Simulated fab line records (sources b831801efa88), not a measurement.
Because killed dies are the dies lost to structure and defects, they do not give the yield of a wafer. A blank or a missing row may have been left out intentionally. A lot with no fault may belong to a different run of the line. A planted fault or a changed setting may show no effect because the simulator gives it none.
Problem report in the 8D (eight disciplines) form, filled by code / flow gf180mcu / the parts of the form that need people (team, actions taken, sign-off) are left out

## 1. WHAT IS WRONG
heaterPowerTotalW at GF_POLY_GATE_PEB_08 reads a mean of 87.96 W on 6 wafers of 2 lots; wafers without a fault read 85.70 W with a standard deviation of 0.074. That is +31 standard deviations from the usual mean.
The step: peb time 90 s.
First seen on wafer L384.1, day 11 13:57, on lithoTrack-02. At this step, 42 wafers from 14 lots have a number in the record. The rule behind "out" and "out of limits": a value lying over 4 standard deviations away from the usual mean. The other wafers with a number count as sound.

## 2. WHAT THIS IS AND IS NOT
question=which readings at this step | is=heaterPowerTotalW | is not=resistLineTempC
question=which lots | is=L384, L386 | is not=L377, L378, L379, L380, L381, L383, L385, L392, L393, L394, L398, L399
question=which wafers of those lots | is=all that have a number | is not=-
question=read on which tools | is=lithoTrack-02 | is not=lithoTrack-03, lithoTrack-04
question=when | is=from day 11 13:57 | is not=up to then (18 sound wafers); but 18 sound wafers of L385, L392, L393, L394, L398, L399 came after

## 3. SUSPECTS, AND WHAT RULES EACH OUT
Counting: a tool stays on the suspect list if, at a process step up to the reading, it processed all lots that are out and no sound lot following the first of them.
- lithoTrack-02 at GF_POLY_GATE_PEB_08 (peb time 90 s): kept. Every lot that is out went through it, starting with L384 (day 11 13:57), and after that it ran no sound lot; the last sound lot it ran before then is L383 (day 11 08:30). Out on those wafers are its own readings of heaterPowerTotalW.
Remaining after the count: lithoTrack-02 at GF_POLY_GATE_PEB_08.

## 4. THE CAUSE (what the simulator had put in)
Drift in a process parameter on lithoTrack-02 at GF_POLY_GATE_PEB_08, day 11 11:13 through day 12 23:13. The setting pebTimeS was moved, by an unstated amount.
This tool alone remained once counting was done.

## 5. SEQUENCE OF EFFECTS, ordered by route
One row per reading whose mean, taken over the struck wafers that have a number, lies over 3 standard deviations from the usual. Scope: only readings with a usual standard deviation given in the record; hours: median across lots of the time from each lot's start at the first step in this table that gives one to its start at this step; sigmas: change in usual standard deviations.
hours=0; step=GF_POLY_GATE_PEB_08; reading=heaterPowerTotalW; usual=85.70 W; on struck wafers=87.96; change=+2.26; sigmas=+31
The process steps in it:
- GF_POLY_GATE_PEB_08: peb time 90 s.
At these later measuring or inspecting steps, every struck wafer for which the step has a row has a number for every such reading, and none has moved that far: GF_POLY_GATE_CD_MEAS_18.

## 6. WHAT WOULD HAVE CAUGHT IT SOONER
In this record no reading fell out of limits until day 11 13:57, 3 hours after the fault had begun at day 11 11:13.
